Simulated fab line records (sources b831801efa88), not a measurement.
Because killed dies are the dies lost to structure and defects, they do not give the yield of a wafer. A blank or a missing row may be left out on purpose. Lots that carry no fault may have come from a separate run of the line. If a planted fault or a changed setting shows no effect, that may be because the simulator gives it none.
fab line records | flow gf180mcu
record lots=13 | wafers=37 | last-day=34
route steps=602 shown NWELL@52 HV_LDD@211 CONTACT@314
lots untouched by any fault: they come from a run of this same line in which no faults occurred
start-h: the number of hours between the record's first day and the start of the first shown wafer of the lot | wait-h: time in hours since the lot's previous step | " identical to the entry in the row above | L1.1+2: one row covering several wafers at once | - either no value or no given start | * or withheld: withheld | < > ~ a bound
route shown NAME@n: a module of which the file shows steps, and the number in the route of the first | usual: the fault-free wafers' mean and standard deviation | same: alike in all rows | chamber/n: place in a boat | sites: per-site readings | _std_site: their standard deviation | _edge_site: outer sites' mean less inner sites' | radius-mm: for every site, how far away it sits from the centre of the wafer | mask NAME#n: copy n | behind: the last tool/chamber to shape the wafer | hold: cause of the lot's hold/its duration in hours/its outcome | device: the transistor (n, p or np) that didn't switch | end of line: the same wafers' tests at the end of the route | for a step that has no rows: nothing shown but its recipe | killed: dies lost to structure and defects at the first sort, not the wafer's yield | map: the dies of a wafer, with x for killed, . for not killed, _ for no die there
set.NAME: the setting as run; set.NAME@STEP: as run at that earlier step | model.NAME: the simulator's own value behind a step, which no gauge read
steps of the route over a sample of lots; a table a step, a row a wafer
services: from which hour (start-h, from the record's first day; less than 0 if before it) a tool's chamber was out of use, for how many hours, and why
## steps
# step GF_NWELL_STRIP_10
# recipe chemistry=O2/N2 | power-w=1400 | pressure-mtorr=1500 | platen-temp-c=250 | o2-flow-sccm=3000 | n2-flow-sccm=300 | overash-fraction=0.5
# usual chamber-pressure-mTorr=1500.1/2.1 | drypump-motor-current-A=5.7/0.36 | heater-power-w=332/41 | oes-product-au=0.723/0.0049 | strip-time-to-endpoint-s=36.94/0.11
lot.wafer | tool            | chamber | start-h | wait-h | chamber-pressure-mTorr | drypump-motor-current-A | heater-power-w | oes-product-au | rf-hours-counter-h | strip-time-to-endpoint-s
L916.1    | plasma-asher-04 | 1       | 55.62   | 0.1    | 1501.3                 | 5.3                     | 275            | 0.723          | 38                 | 36.98
L916.5    | "               | 0       | "       | "      | 1500.3                 | 5.5                     | 330            | 0.727          | -                  | 37.08
L917.2    | plasma-asher-04 | 1       | 61.79   | 0.1    | 1500.4                 | 5.3                     | 281            | 0.728          | 39                 | 36.89
L917.3    | "               | 0       | "       | "      | 1499.6                 | 5.5                     | 324            | 0.723          | -                  | 36.85
L917.4    | "               | 1       | "       | "      | 1497.7                 | 5.3                     | 287            | 0.721          | -                  | 36.84
L919.2    | plasma-asher-04 | 1       | 71.52   | 0.1    | 1498.5                 | 5.3                     | 281            | 0.721          | 40                 | 37.20
L919.3    | "               | 1       | "       | "      | 1500.2                 | 5.3                     | 281            | 0.732          | -                  | 37.18
L919.6    | "               | 0       | "       | "      | 1498.9                 | 5.5                     | 334            | 0.728          | -                  | 37.21
L920.1    | plasma-asher-02 | 0       | 78.70   | 0.1    | 1500.6                 | 6.3                     | 351            | 0.721          | 29                 | 36.82
L920.2    | "               | 1       | "       | "      | 1499.9                 | 5.7                     | 348            | 0.724          | 29                 | 36.91
L920.4    | "               | 1       | "       | "      | 1499.3                 | 5.7                     | 340            | 0.726          | -                  | 36.91
L921.1    | plasma-asher-02 | 1       | 83.52   | 0.1    | 1498.6                 | 5.7                     | 358            | 0.730          | 29                 | 36.89
L921.4    | "               | 0       | "       | "      | 1499.2                 | 6.2                     | 360            | 0.723          | -                  | 36.88
L921.5    | "               | 0       | "       | "      | 1501.6                 | 6.2                     | 356            | 0.717          | -                  | 36.78
L922.1    | plasma-asher-02 | 0       | 90.15   | 0.1    | 1501.0                 | 6.3                     | 360            | 0.721          | 30                 | 37.01
L922.5    | "               | 0       | "       | "      | 1497.8                 | 6.3                     | 364            | 0.718          | -                  | 36.85
L922.6    | "               | 1       | "       | "      | 1499.9                 | 5.7                     | 357            | 0.723          | -                  | 36.91
L923.1    | plasma-asher-04 | 1       | 93.85   | 0.1    | 1500.2                 | 5.3                     | 285            | 0.725          | 42                 | 36.97
L923.5    | "               | 1       | "       | "      | 1500.0                 | 5.3                     | 281            | 0.725          | -                  | 36.91
L923.6    | "               | 0       | "       | "      | 1497.3                 | 5.5                     | 336            | 0.726          | -                  | 36.92
L924.2    | plasma-asher-04 | 1       | 98.37   | 0.1    | 1501.7                 | 5.3                     | 281            | 0.718          | 42                 | 36.93
L924.4    | "               | 1       | "       | "      | 1502.0                 | 5.3                     | 284            | 0.725          | -                  | 36.97
L924.5    | "               | 0       | "       | "      | 1498.8                 | 5.5                     | 334            | 0.727          | -                  | 36.85
L932.2    | plasma-asher-04 | 0       | 143.11  | 0.1    | 1500.2                 | 5.5                     | 326            | 0.730          | 47                 | 37.08
L932.3    | "               | 0       | "       | "      | 1501.4                 | 5.5                     | 326            | 0.723          | -                  | 37.07
L932.6    | "               | 1       | "       | "      | 1502.0                 | 5.2                     | 277            | 0.722          | -                  | 37.06
L933.1    | plasma-asher-04 | 1       | 148.35  | 0.1    | 1500.7                 | 5.3                     | 283            | 0.717          | 48                 | 37.01
L933.5    | "               | 1       | "       | "      | 1501.7                 | 5.3                     | 279            | 0.715          | -                  | 37.00
L933.6    | "               | 0       | "       | "      | 1501.9                 | 5.5                     | 323            | 0.729          | -                  | 36.93
L935.1    | plasma-asher-02 | 0       | 160.36  | 0.1    | 1499.4                 | 6.2                     | 355            | 0.723          | 39                 | 37.02
L935.3    | "               | 0       | "       | "      | 1501.5                 | 6.3                     | 354            | 0.727          | -                  | 36.94
L935.5    | "               | 1       | "       | "      | 1501.3                 | 5.7                     | 358            | 0.732          | -                  | 36.99
L938.4    | plasma-asher-03 | 0       | 174.25  | 0.1    | 1501.5                 | 6.0                     | 432            | 0.717          | -                  | 36.83
L938.5    | "               | 1       | "       | "      | 1499.5                 | 5.4                     | 267            | 0.724          | -                  | 36.87
L939.3    | plasma-asher-02 | 0       | 180.58  | 0.1    | 1499.7                 | 6.3                     | 357            | 0.727          | -                  | 36.86
L939.5    | "               | 1       | "       | "      | 1501.3                 | 5.7                     | 348            | 0.714          | -                  | 36.84
L939.6    | "               | 0       | "       | "      | 1498.0                 | 6.2                     | 357            | 0.731          | -                  | 36.84
# step GF_HV_LDD_IMPLANT_35
# recipe species=P | energy-kev=60 | dose-cm2=7.5e+12 | tilt-deg=30 | rotation-deg=180
# usual beam-on-s=10.00/0.2 | dose-ions-cm2=7.5e+12/8.5e+09 | faraday-current-uA=42.3/0.84
lot.wafer | tool         | chamber | start-h | wait-h | beam-on-s | dose-ions-cm2 | faraday-current-uA
L916.1    | implanter-02 | 0       | 256.23  | 0.1    | 10.29     | 7.508e+12     | 41.1
L916.5    | "            | 0       | "       | "      | 10.28     | 7.516e+12     | 41.1
L917.2    | implanter-02 | 0       | 262.54  | 0.1    | 10.08     | 7.511e+12     | 42.0
L917.3    | "            | 0       | "       | "      | 9.59      | 7.503e+12     | 44.2
L917.4    | "            | 0       | "       | "      | 10.09     | 7.513e+12     | 42.0
L919.2    | implanter-01 | 0       | 275.09  | 0.1    | 10.17     | 7.489e+12     | 41.6
L919.3    | "            | 0       | "       | "      | 9.97      | 7.502e+12     | 42.4
L919.6    | "            | 0       | "       | "      | 9.88      | 7.498e+12     | 42.9
L920.1    | implanter-03 | 0       | 285.81  | 0.1    | 9.96      | 7.503e+12     | 42.2
L920.2    | "            | 0       | "       | "      | 10.16     | 7.501e+12     | 41.7
L920.4    | "            | 0       | "       | "      | 10.05     | 7.5e+12       | 42.1
L921.1    | implanter-03 | 0       | 291.96  | 0.1    | 9.77      | 7.488e+12     | 43.0
L921.4    | "            | 0       | "       | "      | 10.15     | 7.495e+12     | 41.8
L921.5    | "            | 0       | "       | "      | 10.03     | 7.502e+12     | 42.4
L922.1    | implanter-03 | 0       | 301.52  | 0.1    | 10.11     | 4.681e+12     | 25.9
L922.5    | "            | 0       | "       | "      | 10.18     | 4.657e+12     | 25.9
L922.6    | "            | 0       | "       | "      | 9.84      | 4.671e+12     | 26.7
L924.2    | implanter-03 | 0       | 314.91  | 0.1    | 10.03     | 4.664e+12     | 26.2
L924.4    | "            | 0       | "       | "      | 9.95      | 4.664e+12     | 26.5
L924.5    | "            | 0       | "       | "      | 10.02     | 4.677e+12     | 26.3
L923.1    | implanter-02 | 0       | 315.17  | 0.1    | 10.05     | 7.494e+12     | 42.1
L923.5    | "            | 0       | "       | "      | 9.98      | 7.499e+12     | 42.2
L923.6    | "            | 0       | "       | "      | 9.92      | 7.509e+12     | 42.7
L932.2    | implanter-02 | 0       | 373.84  | 0.1    | 10.20     | 7.499e+12     | 41.6
L932.3    | "            | 0       | "       | "      | 10.35     | 7.504e+12     | 40.9
L932.6    | "            | 0       | "       | "      | 9.90      | 7.515e+12     | 42.9
L933.1    | implanter-02 | 0       | 385.83  | 0.1    | 9.71      | 7.493e+12     | 43.6
L933.5    | "            | 0       | "       | "      | 9.97      | 7.484e+12     | 42.6
L933.6    | "            | 0       | "       | "      | 10.30     | 7.503e+12     | 41.0
L935.1    | implanter-02 | 0       | 401.41  | 0.1    | 10.03     | 7.508e+12     | 42.4
L935.3    | "            | 0       | "       | "      | 10.22     | 7.499e+12     | 41.4
L935.5    | "            | 0       | "       | "      | 9.78      | 7.505e+12     | 43.1
L938.4    | implanter-02 | 0       | 426.84  | 0.1    | 10.16     | 7.482e+12     | 41.5
L938.5    | "            | 0       | "       | "      | 9.74      | 7.492e+12     | 43.2
L939.3    | implanter-02 | 0       | 431.68  | 0.1    | 9.95      | 7.506e+12     | 42.4
L939.5    | "            | 0       | "       | "      | 9.84      | 7.486e+12     | 42.6
L939.6    | "            | 0       | "       | "      | 9.90      | 7.482e+12     | 42.6
# step GF_HV_LDD_TW_MEAS_38
# usual HV_LDD_3_TW=1435/13
lot.wafer | tool          | chamber | start-h | wait-h | HV_LDD_3_TW
L916.1    | film-metro-01 | -       | 256.63  | 0.1    | 1423
L916.5    | "             | -       | "       | "      | 1426
L917.2    | film-metro-03 | -       | 262.92  | 0.1    | 1426
L917.3    | "             | -       | "       | "      | 1428
L917.4    | "             | -       | "       | "      | 1428
L919.2    | film-metro-03 | -       | 275.47  | 0.1    | 1420
L919.3    | "             | -       | "       | "      | 1412
L919.6    | "             | -       | "       | "      | 1425
L920.1    | film-metro-02 | -       | 286.21  | 0.1    | 1448
L920.2    | "             | -       | "       | "      | 1445
L920.4    | "             | -       | "       | "      | 1450
L921.1    | film-metro-03 | -       | 292.36  | 0.1    | 1422
L921.4    | "             | -       | "       | "      | 1424
L921.5    | "             | -       | "       | "      | 1426
L922.1    | film-metro-03 | -       | 301.92  | 0.1    | 1376
L922.5    | "             | -       | "       | "      | 1381
L922.6    | "             | -       | "       | "      | 1381
L924.2    | film-metro-02 | -       | 315.29  | 0.1    | 1406
L924.4    | "             | -       | "       | "      | 1413
L924.5    | "             | -       | "       | "      | 1409
L923.1    | film-metro-01 | -       | 315.57  | 0.1    | 1426
L923.5    | "             | -       | "       | "      | 1423
L923.6    | "             | -       | "       | "      | 1416
L932.2    | film-metro-03 | -       | 374.22  | 0.1    | 1435
L932.3    | "             | -       | "       | "      | 1426
L932.6    | "             | -       | "       | "      | 1432
L933.1    | film-metro-03 | -       | 386.23  | 0.1    | 1430
L933.5    | "             | -       | "       | "      | 1429
L933.6    | "             | -       | "       | "      | 1435
L935.1    | film-metro-02 | -       | 401.81  | 0.1    | 1461
L935.3    | "             | -       | "       | "      | 1446
L935.5    | "             | -       | "       | "      | 1453
L938.4    | film-metro-02 | -       | 427.19  | 0.1    | 1441
L938.5    | "             | -       | "       | "      | 1447
L939.3    | film-metro-03 | -       | 432.05  | 0.1    | 1437
L939.5    | "             | -       | "       | "      | 1432
L939.6    | "             | -       | "       | "      | 1432
# step GF_HV_LDD_OVL_MEAS_47
# usual HV_LDD_03_OVL=0.8/1.6
lot.wafer | tool       | chamber | start-h | wait-h | HV_LDD_03_OVL[nm]
L916.1    | overlay-02 | -       | 275.73  | 0.1    | 2.2
L916.5    | "          | -       | "       | "      | 1.1
L917.2    | overlay-02 | -       | 281.80  | 0.1    | 2.1
L917.3    | "          | -       | "       | "      | 5.5
L917.4    | "          | -       | "       | "      | 1.1
L919.2    | overlay-01 | -       | 295.45  | 0.1    | 1.5
L919.3    | "          | -       | "       | "      | 1.0
L919.6    | "          | -       | "       | "      | 0.3
L920.1    | overlay-02 | -       | 305.83  | 0.1    | 0.1
L920.2    | "          | -       | "       | "      | 0.1
L920.4    | "          | -       | "       | "      | 1.8
L921.1    | overlay-02 | -       | 312.70  | 0.1    | 0.9
L921.4    | "          | -       | "       | "      | 1.1
L921.5    | "          | -       | "       | "      | 3.2
L922.1    | overlay-01 | -       | 322.85  | 0.1    | -0.1
L922.5    | "          | -       | "       | "      | 0.7
L922.6    | "          | -       | "       | "      | 1.0
L924.2    | overlay-01 | -       | 336.28  | 0.1    | 0.8
L924.4    | "          | -       | "       | "      | 0.1
L924.5    | "          | -       | "       | "      | 3.3
L923.1    | overlay-02 | -       | 336.93  | 0.1    | 1.1
L923.5    | "          | -       | "       | "      | 1.3
L923.6    | "          | -       | "       | "      | 0.7
L932.2    | overlay-02 | -       | 396.65  | 0.1    | 1.6
L932.3    | "          | -       | "       | "      | 1.0
L932.6    | "          | -       | "       | "      | -1.8
L933.1    | overlay-01 | -       | 408.18  | 0.1    | 2.6
L933.5    | "          | -       | "       | "      | 3.5
L933.6    | "          | -       | "       | "      | 2.6
L935.1    | overlay-01 | -       | 425.52  | 0.1    | 3.6
L935.3    | "          | -       | "       | "      | 4.1
L935.5    | "          | -       | "       | "      | 2.5
L938.4    | overlay-01 | -       | 450.60  | 0.1    | -1.3
L938.5    | "          | -       | "       | "      | -0.1
L939.3    | overlay-02 | -       | 456.56  | 0.1    | 0.9
L939.5    | "          | -       | "       | "      | -1.6
L939.6    | "          | -       | "       | "      | 0.9
# step GF_CONTACT_CMP_27
# recipe stop-on=SiO2 | down-force-psi=3.5 | platen-rpm=60 | t-overpolish-s=15 | target-thk-nm=0 | pad-velocity-m-s=0.94248
# usual head-pressure-psi=3.501/0.0077 | motor-current-A=11.2/1.4 | overpolish-run-s=15.001/0.0094 | slurry-filter-dp-kPa=13.51/0.13 | time-to-endpoint-s=73/3.3
lot.wafer | tool   | chamber | start-h | wait-h | head-pressure-psi | motor-current-A | overpolish-run-s | slurry-filter-dp-kPa | time-to-endpoint-s
L916.1    | cmp-02 | 2       | 365.46  | 0.1    | 3.502             | 12.6            | 14.993           | 13.58                | 78
L916.5    | "      | 1       | "       | "      | 3.498             | 9.7             | 14.999           | 13.73                | 73
L917.4    | cmp-02 | 0       | 374.05  | 0.0    | 3.500             | 12.2            | 14.989           | 13.64                | 68
L917.2    | "      | 2       | "       | "      | 3.493             | 13.1            | 14.996           | 13.75                | 73
L917.3    | "      | 3       | "       | "      | 3.499             | 11.0            | 14.988           | 13.59                | 68
L919.2    | cmp-01 | 2       | 390.15  | 0.0    | 3.491             | 12.8            | 15.007           | 13.37                | 74
L919.3    | "      | 3       | "       | "      | 3.503             | 10.1            | 15.014           | 13.45                | 72
L919.6    | "      | 2       | "       | "      | 3.503             | 13.0            | 14.998           | 13.62                | 74
L920.4    | cmp-01 | 0       | 398.34  | 0.0    | 3.502             | 9.7             | 14.990           | 13.51                | 66
L920.1    | "      | 1       | "       | "      | 3.501             | 10.8            | 14.985           | 13.52                | 74
L920.2    | "      | 3       | "       | "      | 3.517             | 10.8            | 14.988           | 13.58                | 73
L921.4    | cmp-01 | 3       | 406.91  | 0.0    | 3.517             | 10.5            | 15.004           | 13.60                | 75
L921.1    | "      | 2       | "       | "      | 3.506             | 12.0            | 15.004           | 13.38                | 74
L921.5    | "      | 0       | "       | "      | 3.505             | 9.9             | 14.998           | 13.49                | 70
L922.1    | cmp-02 | 3       | 418.22  | 0.3    | 3.483             | 10.3            | 15.004           | 13.44                | 80
L922.5    | "      | 3       | "       | "      | 3.498             | 11.2            | 15.000           | 13.49                | 78
L922.6    | "      | 0       | "       | "      | 3.496             | 11.9            | 14.993           | 13.60                | 74
L924.4    | cmp-01 | 3       | 434.40  | 0.0    | 3.503             | 11.1            | 14.987           | 13.41                | 74
L924.2    | "      | 0       | "       | "      | 3.501             | 9.7             | 15.000           | 13.53                | 69
L924.5    | "      | 3       | "       | "      | 3.502             | 10.1            | 15.013           | 13.51                | 74
L923.1    | cmp-02 | 0       | 434.52  | 0.1    | 3.498             | 12.3            | 15.003           | 13.70                | 73
L923.6    | "      | 0       | "       | "      | 3.505             | 12.1            | 14.997           | 13.77                | 74
L923.5    | "      | 1       | "       | "      | 3.500             | 9.0             | 14.992           | 13.42                | 69
L932.3    | cmp-02 | 3       | 497.28  | 0.1    | 3.502             | 10.9            | 14.995           | 13.87                | 77
L932.2    | "      | 0       | "       | "      | 3.509             | 12.7            | 15.015           | 13.68                | 72
L932.6    | "      | 2       | "       | "      | 3.511             | 13.2            | 15.009           | 13.55                | 75
L933.1    | cmp-02 | 3       | 510.90  | 0.1    | 3.496             | 11.1            | 14.996           | 13.35                | 75
L933.6    | "      | 3       | "       | "      | 3.505             | 10.9            | 14.994           | 13.60                | 76
L933.5    | "      | 0       | "       | "      | 3.497             | 12.2            | 14.991           | 13.55                | 71
L935.3    | cmp-02 | 3       | 526.81  | 0.1    | 3.502             | 11.8            | 15.010           | 13.36                | 75
L935.1    | "      | 1       | "       | "      | 3.498             | 8.9             | 14.991           | 13.44                | 74
L935.5    | "      | 3       | "       | "      | 3.508             | 11.2            | 14.990           | 13.20                | 74
L938.4    | cmp-02 | 2       | 551.19  | 0.0    | 3.511             | 13.7            | 14.991           | 13.54                | 78
L938.5    | "      | 2       | "       | "      | 3.499             | 12.9            | 14.987           | 13.30                | 73
L939.3    | cmp-01 | 1       | 557.10  | 0.2    | 3.493             | 11.5            | 14.990           | 13.28                | 74
L939.6    | "      | 2       | "       | "      | 3.495             | 13.0            | 15.011           | 13.64                | 76
L939.5    | "      | 3       | "       | "      | 3.496             | 10.8            | 14.979           | 13.29                | 74
## services
tool         | chamber | start-h | hours | kind
cmp-02       | -       | 34.95   | 4.1   | repair
implanter-02 | -       | 37.71   | 1.4   | repair
implanter-02 | -       | 41.73   | 0.6   | repair
cmp-02       | -       | 45.75   | 0.4   | repair
implanter-02 | -       | 47.87   | 3.8   | repair
cmp-02       | -       | 53.61   | 1.6   | repair
cmp-02       | -       | 64.00   | 4.0   | pm
cmp-02       | -       | 72.69   | 4.6   | pm
cmp-02       | -       | 77.30   | 11.7  | pm
implanter-02 | -       | 94.03   | 2.0   | pm
implanter-02 | -       | 97.51   | 5.9   | repair
cmp-02       | -       | 304.55  | 0.4   | repair
implanter-02 | -       | 327.62  | 2.5   | repair
implanter-02 | -       | 343.14  | 4.4   | pm
cmp-02       | -       | 345.32  | 6.0   | pm
cmp-02       | -       | 404.00  | 4.0   | pm
implanter-02 | -       | 408.10  | 1.7   | repair
implanter-02 | -       | 470.14  | 4.8   | repair
cmp-02       | -       | 475.73  | 0.7   | repair
cmp-02       | -       | 476.59  | 1.5   | repair
cmp-02       | -       | 489.34  | 2.0   | repair
cmp-02       | -       | 490.10  | 0.9   | repair
implanter-02 | -       | 494.03  | 3.1   | repair
implanter-02 | -       | 520.19  | 2.0   | repair
## key
first-sign step=GF_HV_LDD_IMPLANT_35 | reading=dose-ions-cm2 | direction=down | sigmas=99+ | usual=7.5e+12 | struck=4.669e+12
effect step=GF_HV_LDD_IMPLANT_35 | reading=faraday-current-uA | direction=down | sigmas=19 | usual=42.3 | struck=26.3
effect step=GF_HV_LDD_TW_MEAS_38 | reading=HV_LDD_3_TW | direction=down | sigmas=3.2 | usual=1435 | struck=1394
met-at GF_HV_LDD_IMPLANT_35
struck-lots L922,L924
tester-left-out L922,L924
not-acting-at GF_NWELL_STRIP_10,GF_HV_LDD_OVL_MEAS_47,GF_CONTACT_CMP_27
onset-between 291.96 301.52
fault kind=process-parameter-drift | tool=implanter-03 | chamber=- | onset-h=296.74 | steps=GF_HV_LDD_IMPLANT_35 | channel=dose-cm2 | offset=-2.8354e+12 | shape=step | end-h=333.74 | acts-in=these-recipes-only | stated=7.5e+12
# tester-left-out: of these lots the tester's yield and bins aren't shown, on N5 and GAA mostly nor the transistor test; their killed dies are dies lost to structure and defects alone, not to doping, threshold or leakage, so they don't give the yield
